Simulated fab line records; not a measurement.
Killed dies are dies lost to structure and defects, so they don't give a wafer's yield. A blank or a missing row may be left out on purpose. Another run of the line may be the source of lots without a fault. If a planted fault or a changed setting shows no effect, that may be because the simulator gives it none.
Commonality check across tools ; flow sky130 ; Lots sampled 11, wafers sampled 33

## THE REASON FOR OPENING IT
SKY_VIA3_THK_MEAS_01, reading VIA3_HDPCVD_THK: flagged on 2 of 11 lots. Fault-free wafers read 1644 nm, with a standard deviation of 23.
Rule: flag the lot when none of its wafers has a number, or when each of its wafers that has one lies beyond 4 standard deviations from that mean. All remaining lots are regarded as sound.

lot;measured;on;VIA3_HDPCVD_THK (nm), wafer by wafer;flag
L772;day 38 17:09;film metro-04;1616 1641 1635;
L774;day 39 08:00;film metro-04;1660 1642 1651;
L777;day 40 12:49;film metro-01;1606 1629 1611;
L779;day 41 09:37;film metro-01;1648 1644 1659;
L782;day 41 19:34;film metro-04;1600 1637 1608;
L784;day 42 12:26;film metro-04;1651 1641 1635;
L788;day 43 08:37;film metro-01;1932 1977 1951;FLAGGED
L789;day 43 14:38;film metro-04;1979 1960 1966;FLAGGED
L790;day 43 22:43;film metro-01;1659 1652 1658;
L791;day 44 05:01;film metro-01;1671 1624 1621;
L795;day 45 02:44;film metro-02;1663 1627 1618;
The numbers of the flagged lots are 1961 nm on average: +317 nm against the usual, or +14 standard deviations.

## TOOL THAT RAN EACH LOT
Before the reading, the record contains 2 process steps out of a 708-step route. Each cell gives the tool, then ch followed by the chambers the sampled wafers passed through, then the start.
lot;flag;SKY_METAL3_STRIP_19;SKY_VIA3_HDPCVD_00
L772;;plasma asher-01 ch 0,1, day 38 16:18;hdpcvd-01 ch 1,2, day 38 16:59
L774;;plasma asher-02 ch 0,1, day 39 07:13;hdpcvd-02 ch 0,1, day 39 07:50
L777;;plasma asher-01 ch 1, day 40 12:02;hdpcvd-01 ch 1,2, day 40 12:38
L779;;plasma asher-02 ch 0,1, day 41 08:52;hdpcvd-02 ch 0,1, day 41 09:25
L782;;plasma asher-03 ch 0,1, day 41 18:48;hdpcvd-01 ch 0,2, day 41 19:23
L784;;plasma asher-01 ch 0,1, day 42 11:40;hdpcvd-01 ch 0,2, day 42 12:15
L788;FLAGGED;plasma asher-03 ch 0,1, day 43 07:49;hdpcvd-01 ch 0,1,2, day 43 08:26
L789;FLAGGED;plasma asher-02 ch 0,1, day 43 13:50;hdpcvd-01 ch 0,2, day 43 14:28
L790;;plasma asher-01 ch 0,1, day 43 21:58;hdpcvd-02 ch 0,1, day 43 22:33
L791;;plasma asher-03 ch 0, day 44 04:15;hdpcvd-02 ch 0,1,2, day 44 04:50
L795;;plasma asher-02 ch 1, day 45 01:58;hdpcvd-02 ch 0,2, day 45 02:33
What is done by these steps:
- SKY_METAL3_STRIP_19: strips in O2/N2.
- SKY_VIA3_HDPCVD_00: deposits SiO2, target thk 1635 nm, time 272.5 s.
- SKY_VIA3_THK_MEAS_01

## FLAGGED AGAINST TOTAL, ONE TOOL AT A TIME (gauges that did the reading follow at the end)
step;tool;lots run;flagged;share of the flagged lots;sound lots run after its first flagged lot
SKY_METAL3_STRIP_19;plasma asher-01;4;0;none;-
SKY_METAL3_STRIP_19;plasma asher-02;4;1;some;1 (L795)
SKY_METAL3_STRIP_19;plasma asher-03;3;1;some;1 (L791)
SKY_VIA3_HDPCVD_00;hdpcvd-01;6;2;all;0
SKY_VIA3_HDPCVD_00;hdpcvd-02;5;0;none;-
SKY_VIA3_THK_MEAS_01;film metro-01;5;1;some;2 (L790,L791)
SKY_VIA3_THK_MEAS_01;film metro-02;1;0;none;-
SKY_VIA3_THK_MEAS_01;film metro-04;5;1;some;0

## THE TABLE: WHAT IT ALLOWS
All flagged lots share 1 row of the table, namely hdpcvd-01 at SKY_VIA3_HDPCVD_00.
- hdpcvd-01 at SKY_VIA3_HDPCVD_00 ran 6 lots, 2 of them flagged. It ran its last sound lot, L784, at day 42 12:15 and its first flagged lot, L788, at day 43 08:26: a fault with its onset between the two fits. Its own readings lie more than 4 standard deviations out on every wafer of the flagged lots: sih4 flow sccm.
hdpcvd-01 at SKY_VIA3_HDPCVD_00 is the single tool remaining.

## WHAT WAS PUT IN BY THE SIMULATOR
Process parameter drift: hdpcvd-01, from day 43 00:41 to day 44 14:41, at SKY_VIA3_HDPCVD_00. A move of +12 in setting sih4 flow sccm, from 60. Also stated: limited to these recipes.
Struck lots among those shown: L788, L789. The same result came from the rule above.
